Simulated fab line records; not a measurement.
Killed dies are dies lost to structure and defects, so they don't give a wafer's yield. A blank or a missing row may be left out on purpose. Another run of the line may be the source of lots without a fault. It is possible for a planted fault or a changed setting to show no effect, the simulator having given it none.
A single fault, viewed from 2 desks    flow sky130    only its own numbers are on each desk; what lay behind them is given at the end

## METROLOGY DESK
What the gauges read for every lot (on any tool): the sampled wafers with a number, averaged. The brackets show how far a lot's mean lies from the usual mean; more than 4 standard deviations puts the lot out of limits, marked OUT.
Columns: A = GATE_OXIDE_OXIDATION_00_THK at SKY_GATE_OXIDE_THK_MEAS_02, usual 10.35 nm; B = GATE_OXIDE_OVL at SKY_GATE_OXIDE_OVL_MEAS_10, usual -0.1 nm
lot   first seen here  A      B
L202  day 14 18:22     10.49  -0.9
L203  day 14 18:22     10.60  1.1
L211  day 17 15:34     10.10  2.1
L212  day 18 13:49     10.49  1.6
L214  day 18 23:26     10.37  0.8
L218  day 20 05:35     10.15  -0.4
This desk's finding: nothing out of limits on any of the 6 lots.

## TOOL OWNER'S DESK, implanter-01
The tool's own readings at SKY_GATE_OXIDE_IMPLANT_11: means of the sampled wafers that have a number, for each lot that ran on this tool. The brackets show how far a lot's mean lies from the usual mean; more than 4 standard deviations puts the lot out of limits, marked OUT.
Columns: A = doseIonsCm2 at SKY_GATE_OXIDE_IMPLANT_11, usual 2.5995e+12; B = faradayCurrentUA at SKY_GATE_OXIDE_IMPLANT_11, usual 14.64
lot   first seen here  A                     B
L202  day 15 20:29     2.6047e+12            14.47
L211  day 18 21:21     2.8247e+12 (+78) OUT  15.76 (+4.3) OUT
L212  day 19 20:07     2.8237e+12 (+77) OUT  15.92 (+4.9) OUT
Finding of this desk: L211, L212 out of limits; the first was L211 at day 18 21:21, on doseIonsCm2 at SKY_GATE_OXIDE_IMPLANT_11. L202: within limits.

## TAKEN TOGETHER
On L211, L212, at day 18 21:21, an alarm was possible from the tool owner's desk.
At the metrology desk, nothing out of limits was observed.
The metrology desk holds a record of L211, L212, inside its limits.
Every lot named ran SKY_GATE_OXIDE_IMPLANT_11 on implanter-01.

## WHAT THE SIMULATOR PUT IN
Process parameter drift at SKY_GATE_OXIDE_IMPLANT_11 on implanter-01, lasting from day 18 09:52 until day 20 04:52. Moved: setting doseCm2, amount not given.
Lots struck among those shown: L211, L212.
How many hours passed from the start of the fault until each desk's first out-of-limits reading: the tool owner's desk, 11.
